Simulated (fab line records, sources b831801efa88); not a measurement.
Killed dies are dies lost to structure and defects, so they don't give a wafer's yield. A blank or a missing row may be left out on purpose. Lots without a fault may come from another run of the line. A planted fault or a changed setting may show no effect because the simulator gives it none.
Which tool did it? | flow sky130 | 6 lots, 18 wafers sampled, at 2 steps of a route of 708

WHAT THE GAUGES READ, wafer by wafer
SKY_VIA3_BOW_MEAS_03.
lot  | measured     | on            | VIA3_BOW (um)
L496 | day 38 08:17 | film_metro-02 | 91 86 74
L505 | day 41 06:01 | film_metro-01 | 78 76 77
L511 | day 42 22:22 | film_metro-01 | 74 71 82
L514 | day 43 15:39 | film_metro-02 | 81 66 77
L516 | day 44 07:44 | film_metro-02 | 68 88 83
L519 | day 44 19:38 | film_metro-01 | 78 69 72

WHICH TOOL RAN EACH LOT (tool, then ch and the chambers of the sampled wafers, then the start)
lot  | SKY_METAL3_METAL_ETCH_18
L496 | rie_metal-03 ch 0,1, day 38 06:48
L505 | rie_metal-01 ch 0,1, day 41 04:41
L511 | rie_metal-02 ch 0,1, day 42 21:04
L514 | rie_metal-02 ch 0,1, day 43 14:21
L516 | rie_metal-03 ch 0,1, day 44 06:24
L519 | rie_metal-02 ch 0,1, day 44 18:21
- SKY_METAL3_METAL_ETCH_18: etches the open film in Cl2/BCl3, stops on SiO2, target depth 845 nm, time 183.1 s.

THE ANSWER, worked out from the rows above alone
Rule: what is usual is taken from the lots themselves. Put in order of their means at a reading, lots are off if they are a third of the lots or fewer, leave a main group of 4 or more, and stand apart from it by a gap of 3 or more times the standard deviation of the main group's means; of several such gaps the widest counts. A main group whose means are all the same, to the digits that the tables above print for the reading, isn't used. A lot without any number at a reading at which 4 lots or more have one is off too. The other lots that the step has rows for count as sound.
No lot is off at any reading shown: from this, nothing can be told.

WHAT THE SIMULATOR HAD PUT IN
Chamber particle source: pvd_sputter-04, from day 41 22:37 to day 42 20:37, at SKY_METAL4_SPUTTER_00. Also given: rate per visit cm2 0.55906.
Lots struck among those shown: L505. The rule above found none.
